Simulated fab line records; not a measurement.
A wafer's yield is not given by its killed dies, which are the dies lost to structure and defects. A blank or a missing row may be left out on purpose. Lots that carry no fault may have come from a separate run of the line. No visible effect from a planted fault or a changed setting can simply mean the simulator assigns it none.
Matching of chambers :: flow sky130 :: 4 sister chambers for SKY_CONTACT_ETCH_18 on rie diel-01
The step etches Si3N4 in CHF3/O2, stops on TiN, time 39 s, target depth 75 nm. 16 wafers are shown with their chamber, then 8 later ones without.

WAFERS WITH THEIR CHAMBER
wafer: L632.1
chamber: 1
rf fwd power W (W): 592.9
O2_flow_sccm (sccm): 4.967
bias w (W): 200.7

wafer: L632.5
chamber: 3
rf fwd power W (W): 593.3
O2_flow_sccm (sccm): 4.996
bias w (W): 199.5

wafer: L632.6
chamber: 2
rf fwd power W (W): 596.8
O2_flow_sccm (sccm): 5.002
bias w (W): 199.7

wafer: L637.1
chamber: 3
rf fwd power W (W): 590.7
O2_flow_sccm (sccm): 4.992
bias w (W): 199.2

wafer: L637.3
chamber: 1
rf fwd power W (W): 591.9
O2_flow_sccm (sccm): 4.981
bias w (W): 199.3

wafer: L637.5
chamber: 0
rf fwd power W (W): 595.4
O2_flow_sccm (sccm): 4.974
bias w (W): 201.0

wafer: L638.3
chamber: 3
rf fwd power W (W): 590.4
O2_flow_sccm (sccm): 5.002
bias w (W): 201.2

wafer: L638.4
chamber: 2
rf fwd power W (W): 592.6
O2_flow_sccm (sccm): 4.994
bias w (W): 200.3

wafer: L638.5
chamber: 3
rf fwd power W (W): 592.4
O2_flow_sccm (sccm): 4.973
bias w (W): 200.7

wafer: L640.1
chamber: 0
rf fwd power W (W): 590.8
O2_flow_sccm (sccm): 4.998
bias w (W): 200.3

wafer: L640.2
chamber: 3
rf fwd power W (W): 589.8
O2_flow_sccm (sccm): 4.998
bias w (W): 200.3

wafer: L640.4
chamber: 2
rf fwd power W (W): 598.5
O2_flow_sccm (sccm): 4.985
bias w (W): 199.5

wafer: L645.2
chamber: 1
rf fwd power W (W): 593.1
O2_flow_sccm (sccm): 4.985
bias w (W): 200.0

wafer: L645.5
chamber: 3
rf fwd power W (W): 591.0
O2_flow_sccm (sccm): 5.012
bias w (W): 199.7

wafer: L645.6
chamber: 2
rf fwd power W (W): 595.1
O2_flow_sccm (sccm): 5.015
bias w (W): 198.7

wafer: L651.2
chamber: 2
rf fwd power W (W): 592.8
O2_flow_sccm (sccm): 4.986
bias w (W): 200.4

SIGNATURES, as means of the wafers listed above
reading: rf fwd power W
chamber 0: 593.100
chamber 1: 592.633
chamber 2: 595.160
chamber 3: 591.267
scatter within a chamber: 1.96

reading: O2_flow_sccm
chamber 0: 4.98600
chamber 1: 4.97767
chamber 2: 4.99640
chamber 3: 4.99550
scatter within a chamber: 0.0127

reading: bias w
chamber 0: 200.650
chamber 1: 200.000
chamber 2: 199.720
chamber 3: 200.100
scatter within a chamber: 0.71
Rule: distance of a wafer from a chamber = root of the sum over the readings of ((wafer's reading minus chamber's mean) / reading's scatter) squared. If the next closest chamber is less than 2 further off than the closest, the wafer can't be placed; otherwise it belongs to the closest. The scatter is the square root of a quotient: the sum, over the shown wafers, of each reading's squared deviation from its chamber's mean, divided by wafers minus chambers.

WAFERS WHOSE CHAMBER IS MISSING
wafer: L651.4
rf fwd power W (W): 596.5
O2_flow_sccm (sccm): 5.020
bias w (W): 200.0

wafer: L651.6
rf fwd power W (W): 589.7
O2_flow_sccm (sccm): 5.009
bias w (W): 198.9

wafer: L654.1
rf fwd power W (W): 591.5
O2_flow_sccm (sccm): 4.994
bias w (W): 199.9

wafer: L654.3
rf fwd power W (W): 591.4
O2_flow_sccm (sccm): 5.003
bias w (W): 199.2

wafer: L654.5
rf fwd power W (W): 595.0
O2_flow_sccm (sccm): 4.986
bias w (W): 200.1

wafer: L655.1
rf fwd power W (W): 596.0
O2_flow_sccm (sccm): 4.987
bias w (W): 200.4

wafer: L655.2
rf fwd power W (W): 592.4
O2_flow_sccm (sccm): 5.017
bias w (W): 199.7

wafer: L655.6
rf fwd power W (W): 593.7
O2_flow_sccm (sccm): 5.038
bias w (W): 200.1

CHAMBER TAKEN BY EACH
wafer: L651.4
from the rows above: can't be placed: 2 or 3 or 0 or 1
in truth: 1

wafer: L651.6
from the rows above: can't be placed: 3 or 2 or 1 or 0
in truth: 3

wafer: L654.1
from the rows above: can't be placed: 3 or 1 or 0 or 2
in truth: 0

wafer: L654.3
from the rows above: can't be placed: 3 or 2 or 1 or 0
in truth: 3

wafer: L654.5
from the rows above: can't be placed: 2 or 0 or 1 or 3
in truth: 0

wafer: L655.1
from the rows above: can't be placed: 2 or 0 or 1 or 3
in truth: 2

wafer: L655.2
from the rows above: can't be placed: 3 or 2 or 0 or 1
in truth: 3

wafer: L655.6
from the rows above: can't be placed: 2 or 3 or 0 or 1
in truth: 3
Correctly placed: 0 of 8. Can't be placed from these rows: 8 (the true chamber is among the candidates in 8). Placed wrongly: 0.
